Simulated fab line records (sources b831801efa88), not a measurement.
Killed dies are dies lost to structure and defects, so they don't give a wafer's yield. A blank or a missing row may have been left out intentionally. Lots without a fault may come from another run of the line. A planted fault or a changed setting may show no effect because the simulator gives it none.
Split-lot study    flow sfq_line    23 wafers read across 5 lots, on a route 325 steps long

SPLIT DETAILS
At SFQ_TRILAYER_C5_LITHO_EXPOSE_152 (exposes mask C5, target cd 500 nm), the setting dose_mj was moved away from the recipe's 21.3 on 9 of the 23 wafers read, by -6.2% to +7.2%. The other wafers ran this setting at the recipe's value.

FROM THE SPLIT TO THE READING: what the file shows between them, 3 steps
- SFQ_TRILAYER_C5_LITHO_PEB_154: peb time 60 s
- SFQ_TRILAYER_C5_LITHO_DEVELOP_153: time 60 s
- SFQ_TRILAYER_C5_BARC_OPEN_VIA_ETCH_210: etches BARC in O2, target depth 125 nm, time 41.7 s

THE READING
C5.cd_nm (the simulator's own value, which no gauge read), in nm, at SFQ_TRILAYER_C5_ETCH_VIA_ETCH_154 (etches SiO2 in CHF3, stops on Nb, target depth 84 nm). No usual value for it is given in the file. The 14 wafers here that ran the recipe average 500.0 nm, standard deviation 1.7 nm.

wafer   tool, chamber at the split  dose_mj as run  against the recipe  C5.cd_nm, nm  against lot-mates on the recipe
L076.1  krf_scanner-02, 0           21.3            recipe              499.6         -
L076.2  krf_scanner-02, 0           21.3            recipe              498.2         -
L076.3  krf_scanner-02, 0           19.99           -6.2%               492           -6.9
L076.4  krf_scanner-02, 0           19.99           -6.2%               489.4         -9.5
L076.5  krf_scanner-02, 0           19.99           -6.2%               491.4         -7.5
L077.1  krf_scanner-01, 0           22.84           +7.2%               510           +10.6
L077.2  krf_scanner-01, 0           21.3            recipe              497.9         -
L077.4  krf_scanner-01, 0           21.3            recipe              501.4         -
L077.5  krf_scanner-01, 0           21.3            recipe              498.8         -
L077.6  krf_scanner-01, 0           22.84           +7.2%               514           +14.6
L078.1  krf_scanner-01, 0           21.3            recipe              503.3         -
L078.2  krf_scanner-01, 0           21.3            recipe              500.3         -
L078.3  krf_scanner-01, 0           21.83           +2.5%               506.4         +3.9
L078.4  krf_scanner-01, 0           21.83           +2.5%               507.4         +4.9
L078.6  krf_scanner-01, 0           21.3            recipe              503.8         -
L082.2  krf_scanner-01, 0           21.3            recipe              500.2         -
L082.4  krf_scanner-01, 0           21.3            recipe              500.9         -
L082.6  krf_scanner-01, 0           21.3            recipe              499.3         -
L083.2  krf_scanner-01, 0           22.65           +6.3%               508.5         +9.6
L083.3  krf_scanner-01, 0           21.3            recipe              498.6         -
L083.4  krf_scanner-01, 0           21.3            recipe              499.2         -
L083.5  krf_scanner-01, 0           22.65           +6.3%               508.4         +9.5
L083.6  krf_scanner-01, 0           21.3            recipe              499           -

FIT RESULTS
A straight line over all 23 wafers: C5.cd_nm changes by +1.54 nm for each +1% of dose_mj; r = +0.95; the points scatter about the line by 1.9 nm.
The same after taking each lot's own level away (the mean of its wafers on the recipe; 23 wafers): +1.5 nm for each +1%; r = +0.97; scatter 1.3 nm.
Per that fit: largest dose_mj move, reading shift of 11 nm.
The lots' own levels span 498.90 to 502.47 nm, that is 2.1 times the standard deviation above.
Consequently the slope shifts little with the lot-to-lot level, the two slopes agreeing.
Check: with one of the wafers moved furthest among these (+7.2%) left out of the fit, the line predicts +11.4 nm for it against its lot-mates. Against them it came out at +10.6 nm.

THE OTHER SPLITS THESE WAFERS WENT THROUGH
These wafers also went through other splits before the reading. Each is held against what the fit with the lots' levels taken away leaves over:
other split on the same wafers                    wafers away from the commonest value  r with C5.cd_nm (lot level and that fit taken away)
SFQ_TRILAYER_I3_VIA_LITHO_COAT_085 resist_thk_nm  4                                     -0.12
SFQ_TRILAYER_M4_LITHO_PEB_096 peb_temp_c          6                                     -0.23
SFQ_TRILAYER_M5_LITHO_EXPOSE_124 dose_mj          5                                     -0.02
SFQ_TRILAYER_M5_ETCH_METAL_ETCH_126 icp_w         10                                    -0.05
SFQ_TRILAYER_R5_LITHO_EXPOSE_137 dose_mj          11                                    +0.23
SFQ_TRILAYER_R5_ETCH_METAL_ETCH_139 time_s        10                                    +0.15

THE WHOLE CHAIN: every reading that the file lists as answering this split, in the file's order
step                                    what it does                                          reading                                                    change (the file's fit)               r (the file's)
SFQ_TRILAYER_C5_BARC_OPEN_VIA_ETCH_210  etches BARC in O2, target depth 125 nm, time 41.7 s   C5.cd_nm (the simulator's own value, which no gauge read)  +1.51 nm for each +1% of the setting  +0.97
SFQ_TRILAYER_C5_ETCH_VIA_ETCH_154       etches SiO2 in CHF3, stops on Nb, target depth 84 nm  C5.cd_nm (the simulator's own value, which no gauge read)  +1.55 nm for each +1% of the setting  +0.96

THE FILE'S OWN FIT
C5.cd_nm changes by +1.55 nm for each +1% of dose_mj, r = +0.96.
